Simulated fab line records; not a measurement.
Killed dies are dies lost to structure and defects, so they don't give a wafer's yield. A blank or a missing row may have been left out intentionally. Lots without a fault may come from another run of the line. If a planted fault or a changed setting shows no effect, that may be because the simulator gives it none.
Struck lot and sound lot, side by side || flow sky130 || 34 out of 708 route steps
Sound: these wafers, L188.1, L188.2, L188.6. Wafers L196.1, L196.3, L196.5 were the ones struck. The cause is given at the end.
For every step that has rows: the tool of each side, followed by ch and its chambers, followed by its first start. Under that, the readings that differ: sound wafers || struck wafers || difference of the means || sigmas: that difference in standard deviations of wafers without a fault.
alike: readings with means less than 2 such deviations apart, plus words and numbers identical on both sides. not compared: withheld readings, readings lacking a value on some wafer, bounds such as >300 that could conceal the same value, and numbers that have no deviation in the record and whose values overlap.
The two part at a step that has a row with sigmas, a row that says differs or no value, or rows on one side only. Numbers that don't overlap but have no deviation are shown without sigmas and don't part them. Lack of a reading on every wafer of one side parts them only where that side has two or more wafers.

first, 9 steps without rows for these wafers: SKY_METAL3_DESCUM_15 (chemistry O2, time 8 s); SKY_METAL3_ETCH_16 (etches BARC in N2/H2, stops on SiO2, time 88.2 s, target depth 60 nm); SKY_METAL3_ETCH_17 (etches SiO2 in C4F8/O2/Ar, stops on TiN, time 3.9 s, target depth 15 nm); SKY_METAL3_METAL_ETCH_18 (etches the open film in Cl2/BCl3, stops on SiO2, target depth 845 nm, time 183.1 s); SKY_METAL3_STRIP_19 (strips in O2/N2); SKY_METAL3_STRIP_20 (strips in post etch residue remover, time 1200 s); SKY_METAL3_CLEAN_21 (cleans in IPA, time 180 s); SKY_METAL3_CLEAN_22 (cleans in O3/DIW); SKY_VIA3_HDPCVD_00 (deposits SiO2, target thk 1635 nm, time 272.5 s).
SKY_VIA3_CMP_02: polishes SiO2.
  sound on cmp-01 ch 1,2,3, day 38 16:28; struck on cmp-01 ch 1,2,3, day 41 03:41
  alike: motor-current-A
then, 23 steps without rows for these wafers: SKY_VIA3_DEHYDRATE_04 (time 60 s); SKY_VIA3_HMDS_05 (prime time 60 s); SKY_VIA3_COAT_06 (resist thk 60 nm); SKY_VIA3_COAT_07 (resist thk 450 nm); SKY_VIA3_SOFTBAKE_08 (time 90 s); SKY_VIA3_EXPOSE_09 (exposes mask VIM3, target cd 200 nm); SKY_VIA3_PEB_10; SKY_VIA3_DEVELOP_11 (develop time 60 s); SKY_VIA3_ETCH_14 (etches BARC in N2/H2, stops on SiO2, time 45.9 s, target depth 60 nm); SKY_VIA3_ETCH_15 (etches SiO2 in C4F8/O2/Ar, stops on TiN, target depth 507 nm, time 78 s); SKY_VIA3_STRIP_16 (strips in O2/N2); SKY_VIA3_STRIP_17 (strips in post etch residue remover, time 1200 s); SKY_VIA3_CLEAN_18 (cleans in IPA, time 180 s); SKY_VIA3_CLEAN_19 (cleans in O3/DIW); SKY_VIA3_SPUTTER_20 (material TiN, target thk 20 nm, time 80 s); SKY_VIA3_CVD_21 (deposits W, target thk 390 nm, time 117.31 s); SKY_VIA3_CMP_24 (polishes, stops on SiO2, t overpolish 20 s, target thk 0 nm); SKY_METAL4_SPUTTER_00 (material Ti, target thk 15 nm, time 10 s); SKY_METAL4_SPUTTER_01 (material TiN, target thk 20 nm, time 16.7 s); SKY_METAL4_SPUTTER_02 (material AlCu, target thk 735 nm, time 39.1 s); SKY_METAL4_SPUTTER_03 (material Ti, target thk 5 nm, time 3.3 s); SKY_METAL4_SPUTTER_04 (material TiN, target thk 70 nm, time 58.3 s); SKY_CAP2M_CVD_00 (deposits SiO2, target thk 15.5 nm).
-- the record jumps here: 7 days lie between the struck wafers' starts before and after (it left off in module CAP2M and takes up again in module PAD_OPEN, whose first step shown is number 708 of the route) --
SKY_PAD_OPEN_PROBE_99:
  sound on prober-02, day 45 21:33; struck on prober-01, day 47 20:10
{"reading": "defect-limited-yield (%)", "sound": "83.5 85.2 80.9", "struck": "60.4 65.9 62.2", "difference": -20.4, "sigmas": -10}
{"reading": "killed_at_M0_to_M3", "sound": "48 35 49", "struck": "149 131 154", "difference": "+101", "sigmas": "+14"}
{"reading": "killed-dies", "sound": "81 73 94", "struck": "195 168 186", "difference": "+100", "sigmas": "+10"}
{"reading": "killed-on-rim", "sound": "20 16 15", "struck": "43 35 38", "difference": "+22", "sigmas": "+6"}
{"reading": "sort_bin_3_pad_short (%)", "sound": "0.2 0.6 1.8", "struck": "2.2 2.0 1.8", "difference": "+1.1", "sigmas": "+3"}
{"reading": "sort_bin_5_function (%)", "sound": "11.2 7.9 10.8", "struck": "25.4 20.5 24.2", "difference": "+13.4", "sigmas": "+10"}
{"reading": "sort_bin_6_memory (%)", "sound": "5.1 6.3 6.5", "struck": "12.0 11.6 11.8", "difference": "+5.8", "sigmas": "+5"}
{"reading": "sort-n-pass", "sound": "411 419 398", "struck": "297 324 306", "difference": -100, "sigmas": -10}
{"reading": "sort-yield-pct (%)", "sound": "83.5 85.2 80.9", "struck": "60.4 65.9 62.2", "difference": -20.4, "sigmas": -10}
{"reading": "model.etest.tester.sort-n-pass", "sound": "411 419 398", "struck": "297 324 306", "difference": -100, "sigmas": ""}
{"reading": "model.etest.tester.sort-yield-pct (%)", "sound": "83.54 85.16 80.89", "struck": "60.37 65.85 62.2", "difference": -20.39, "sigmas": ""}
{"reading": "model.etest.tester.sort_bin_5_pct (%)", "sound": "11.18 7.927 10.77", "struck": "25.41 20.53 24.19", "difference": "+13.42", "sigmas": ""}
{"reading": "model.etest.tester.sort_bin_6_pct (%)", "sound": "5.081 6.301 6.504", "struck": "11.99 11.59 11.79", "difference": "+5.83", "sigmas": ""}
  alike: killed_at_M4_up, killed-at-contacts, killed-at-front-end, killed-at-other, killed-open, killed-short
  not compared: model.etest.tester.sort_bin_3_pct

== WHERE THEY PART ==
SKY_PAD_OPEN_PROBE_99 only, going by this record.

WHY: whatever the simulator had introduced
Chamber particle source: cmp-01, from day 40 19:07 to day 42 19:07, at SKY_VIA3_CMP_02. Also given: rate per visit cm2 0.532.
